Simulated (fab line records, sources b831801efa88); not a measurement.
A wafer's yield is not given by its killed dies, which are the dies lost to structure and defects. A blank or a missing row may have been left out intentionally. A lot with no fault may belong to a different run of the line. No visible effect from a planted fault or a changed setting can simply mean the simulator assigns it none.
Tool commonality check || flow sky130 || Lots sampled 12, wafers sampled 36

WHY THIS WAS OPENED
1 of 12 lots carry a flag on the reading POLY_GATE_CVD_00_THK at SKY_POLY_GATE_THK_MEAS_01. No-fault wafers: 180.7 nm, standard deviation 1.5.
Rule: a lot gets a flag if all its wafers with a number sit over 4 standard deviations from that mean, or if no wafer of it has a number. As for the other lots, they are considered sound.

{"lot": "L585", "measured": "day 14 03:52", "on": "film_metro-02", "POLY_GATE_CVD_00_THK (nm), wafer by wafer": "183.1 183.6 181.9", "flag": ""}
{"lot": "L588", "measured": "day 15 21:00", "on": "film_metro-03", "POLY_GATE_CVD_00_THK (nm), wafer by wafer": "180.2 178.1 180.9", "flag": ""}
{"lot": "L590", "measured": "day 17 06:10", "on": "film_metro-02", "POLY_GATE_CVD_00_THK (nm), wafer by wafer": "200.3 200.9 199.6", "flag": "FLAGGED"}
{"lot": "L599", "measured": "day 19 18:59", "on": "film_metro-03", "POLY_GATE_CVD_00_THK (nm), wafer by wafer": "178.1 178.1 179.3", "flag": ""}
{"lot": "L601", "measured": "day 20 03:26", "on": "film_metro-03", "POLY_GATE_CVD_00_THK (nm), wafer by wafer": "180.2 178.4 178.8", "flag": ""}
{"lot": "L602", "measured": "day 20 08:48", "on": "film_metro-04", "POLY_GATE_CVD_00_THK (nm), wafer by wafer": "178.8 179.1 179.5", "flag": ""}
{"lot": "L603", "measured": "day 20 18:46", "on": "film_metro-04", "POLY_GATE_CVD_00_THK (nm), wafer by wafer": "180.5 181.0 180.3", "flag": ""}
{"lot": "L604", "measured": "day 20 21:01", "on": "film_metro-02", "POLY_GATE_CVD_00_THK (nm), wafer by wafer": "178.7 179.5 179.4", "flag": ""}
{"lot": "L605", "measured": "day 21 04:18", "on": "film_metro-02", "POLY_GATE_CVD_00_THK (nm), wafer by wafer": "180.3 180.4 179.6", "flag": ""}
{"lot": "L606", "measured": "day 21 23:53", "on": "film_metro-03", "POLY_GATE_CVD_00_THK (nm), wafer by wafer": "181.3 179.8 180.1", "flag": ""}
{"lot": "L607", "measured": "day 22 04:25", "on": "film_metro-03", "POLY_GATE_CVD_00_THK (nm), wafer by wafer": "179.5 181.0 179.4", "flag": ""}
{"lot": "L608", "measured": "day 22 05:44", "on": "film_metro-02", "POLY_GATE_CVD_00_THK (nm), wafer by wafer": "182.0 183.3 181.7", "flag": ""}
On average the flagged lots' numbers are 200.3 nm, which is +19.6 nm against the usual, or +13 standard deviations.

WHICH TOOL EACH LOT WENT THROUGH
2 process steps preceding the reading are held in the record, out of 708 steps in the route. Each cell gives the tool, then ch followed by the chambers the sampled wafers passed through, then the start.
{"lot": "L585", "flag": "", "SKY_VT_ADJUST_HVTP_STRIP_10": "plasma_asher-02 ch 0,1, day 5 23:58", "SKY_POLY_GATE_CVD_00": "lpcvd-01 ch 0, day 14 02:38"}
{"lot": "L588", "flag": "", "SKY_VT_ADJUST_HVTP_STRIP_10": "plasma_asher-04 ch 0,1, day 7 09:50", "SKY_POLY_GATE_CVD_00": "lpcvd-01 ch 0, day 15 19:48"}
{"lot": "L590", "flag": "FLAGGED", "SKY_VT_ADJUST_HVTP_STRIP_10": "plasma_asher-02 ch 0,1, day 8 07:23", "SKY_POLY_GATE_CVD_00": "lpcvd-01 ch 0, day 17 04:58"}
{"lot": "L599", "flag": "", "SKY_VT_ADJUST_HVTP_STRIP_10": "plasma_asher-04 ch 0,1, day 10 00:43", "SKY_POLY_GATE_CVD_00": "lpcvd-01 ch 0, day 19 17:46"}
{"lot": "L601", "flag": "", "SKY_VT_ADJUST_HVTP_STRIP_10": "plasma_asher-01 ch 0,1, day 10 12:10", "SKY_POLY_GATE_CVD_00": "lpcvd-01 ch 0, day 20 02:14"}
{"lot": "L602", "flag": "", "SKY_VT_ADJUST_HVTP_STRIP_10": "plasma_asher-02 ch 0,1, day 10 17:44", "SKY_POLY_GATE_CVD_00": "lpcvd-01 ch 0, day 20 07:36"}
{"lot": "L603", "flag": "", "SKY_VT_ADJUST_HVTP_STRIP_10": "plasma_asher-04 ch 0,1, day 11 01:29", "SKY_POLY_GATE_CVD_00": "lpcvd-01 ch 0, day 20 17:34"}
{"lot": "L604", "flag": "", "SKY_VT_ADJUST_HVTP_STRIP_10": "plasma_asher-01 ch 0,1, day 11 05:05", "SKY_POLY_GATE_CVD_00": "lpcvd-01 ch 0, day 20 19:49"}
{"lot": "L605", "flag": "", "SKY_VT_ADJUST_HVTP_STRIP_10": "plasma_asher-04 ch 0,1, day 11 10:41", "SKY_POLY_GATE_CVD_00": "lpcvd-01 ch 1, day 21 03:06"}
{"lot": "L606", "flag": "", "SKY_VT_ADJUST_HVTP_STRIP_10": "plasma_asher-02 ch 0,1, day 12 00:55", "SKY_POLY_GATE_CVD_00": "lpcvd-01 ch 0, day 21 22:04"}
{"lot": "L607", "flag": "", "SKY_VT_ADJUST_HVTP_STRIP_10": "plasma_asher-02 ch 0,1, day 12 04:53", "SKY_POLY_GATE_CVD_00": "lpcvd-01 ch 1, day 22 03:13"}
{"lot": "L608", "flag": "", "SKY_VT_ADJUST_HVTP_STRIP_10": "plasma_asher-04 ch 0,1, day 12 07:04", "SKY_POLY_GATE_CVD_00": "lpcvd-01 ch 0, day 22 04:31"}
What these steps do:
- SKY_VT_ADJUST_HVTP_STRIP_10: strips in O2/N2.
- SKY_POLY_GATE_CVD_00: deposits poly-Si, target thk 180 nm, time 720 s.
- SKY_POLY_GATE_THK_MEAS_01

FLAGGED AGAINST TOTAL, ONE TOOL AT A TIME (gauges that did the reading follow at the end)
{"step": "SKY_VT_ADJUST_HVTP_STRIP_10", "tool": "plasma_asher-01", "lots run": 2, "flagged": 0, "share of the flagged lots": "none", "sound lots run after its first flagged lot": "-"}
{"step": "SKY_VT_ADJUST_HVTP_STRIP_10", "tool": "plasma_asher-02", "lots run": 5, "flagged": 1, "share of the flagged lots": "all", "sound lots run after its first flagged lot": "3 (L602,L606,L607)"}
{"step": "SKY_VT_ADJUST_HVTP_STRIP_10", "tool": "plasma_asher-04", "lots run": 5, "flagged": 0, "share of the flagged lots": "none", "sound lots run after its first flagged lot": "-"}
{"step": "SKY_POLY_GATE_CVD_00", "tool": "lpcvd-01", "lots run": 12, "flagged": 1, "share of the flagged lots": "all", "sound lots run after its first flagged lot": "9 (L599,L601,L602,L603,L604,L605,L606,L607,L608)"}
{"step": "SKY_POLY_GATE_THK_MEAS_01", "tool": "film_metro-02", "lots run": 5, "flagged": 1, "share of the flagged lots": "all", "sound lots run after its first flagged lot": "3 (L604,L605,L608)"}
{"step": "SKY_POLY_GATE_THK_MEAS_01", "tool": "film_metro-03", "lots run": 5, "flagged": 0, "share of the flagged lots": "none", "sound lots run after its first flagged lot": "-"}
{"step": "SKY_POLY_GATE_THK_MEAS_01", "tool": "film_metro-04", "lots run": 2, "flagged": 0, "share of the flagged lots": "none", "sound lots run after its first flagged lot": "-"}

WHAT IS ALLOWED BY THE TABLE
Every flagged lot was run by 3 rows of the table: plasma_asher-02 at SKY_VT_ADJUST_HVTP_STRIP_10, lpcvd-01 at SKY_POLY_GATE_CVD_00 and film_metro-02 at SKY_POLY_GATE_THK_MEAS_01.
- plasma_asher-02 at SKY_VT_ADJUST_HVTP_STRIP_10 ran 5 lots, 1 of them flagged. Lots that were sound ran on it after the first flagged one (L602, L606, L607); a persistent fault on the entire tool would not allow that.
- lpcvd-01 at SKY_POLY_GATE_CVD_00 ran 12 lots, 1 of them flagged. Lots that were sound ran on it after the first flagged one (L599, L601, L602, L603, L604, L605, L606, L607, L608); a persistent fault on the entire tool would not allow that. Its own readings lie more than 4 standard deviations out on every wafer of the flagged lots: pressure_mtorr.
- film_metro-02 at SKY_POLY_GATE_THK_MEAS_01 ran 5 lots, 1 of them flagged. Lots that were sound ran on it after the first flagged one (L604, L605, L608); a persistent fault on the entire tool would not allow that.
No row of the table ran every flagged lot and no sound lot after the first.

WHAT HAD BEEN PUT IN BY THE SIMULATOR
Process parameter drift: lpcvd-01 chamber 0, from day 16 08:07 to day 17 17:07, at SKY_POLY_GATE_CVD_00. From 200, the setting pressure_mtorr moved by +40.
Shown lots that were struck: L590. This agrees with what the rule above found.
